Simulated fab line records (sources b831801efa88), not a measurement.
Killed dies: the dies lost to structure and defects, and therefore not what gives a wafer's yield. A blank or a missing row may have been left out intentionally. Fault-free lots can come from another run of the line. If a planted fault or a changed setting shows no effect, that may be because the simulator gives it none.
Chamber matching + flow gf180mcu + pecvd-04 running GF_CONTACT_CVD_02: 3 sister chambers
The step deposits SiO2 from TEOS, target thk 860 nm, time 95.992 s. 3 wafers are shown with their chamber, then 7 later ones without.

## EACH WAFER AND ITS CHAMBER
| wafer  | chamber | heater power w (W) |
|--------|---------|--------------------|
| L925.4 | 1       | 764                |
| L926.2 | 2       | 716                |
| L926.3 | 0       | 564                |

## WAFERS WITH NO CHAMBER GIVEN
| wafer  | heater power w (W) |
|--------|--------------------|
| L926.6 | 811                |
| L928.1 | 668                |
| L928.4 | 573                |
| L928.5 | 472                |
| L929.3 | 737                |
| L929.4 | 625                |
| L929.6 | 538                |

## WHICH CHAMBER EACH ONE RAN IN
| wafer  | from the rows above          | in truth |
|--------|------------------------------|----------|
| L926.6 | can't be placed: 1 or 2      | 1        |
| L928.1 | can't be placed: 2 or 1 or 0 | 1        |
| L928.4 | 0                            | 0        |
| L928.5 | 0                            | 0        |
| L929.3 | can't be placed: 2 or 1      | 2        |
| L929.4 | can't be placed: 0 or 2 or 1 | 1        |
| L929.6 | 0                            | 0        |
Placed correctly: 3 of 7. These rows do not allow placing 4 (true chamber among the candidates in 4). Number placed wrongly: 0.
How it was worked out, from the rows above alone: a wafer's distance from a chamber is the root of the sum, over the readings, of the square of ((its reading less the chamber's mean) divided by the reading's scatter). The wafer belongs to the nearest chamber; if the next one is less than 2 further off, it can't be placed. The mean given for a chamber averages the wafers shown for that chamber. The scatter: root of mean squared gap, hidden wafer to nearest shown wafer, with one shown wafer a chamber.
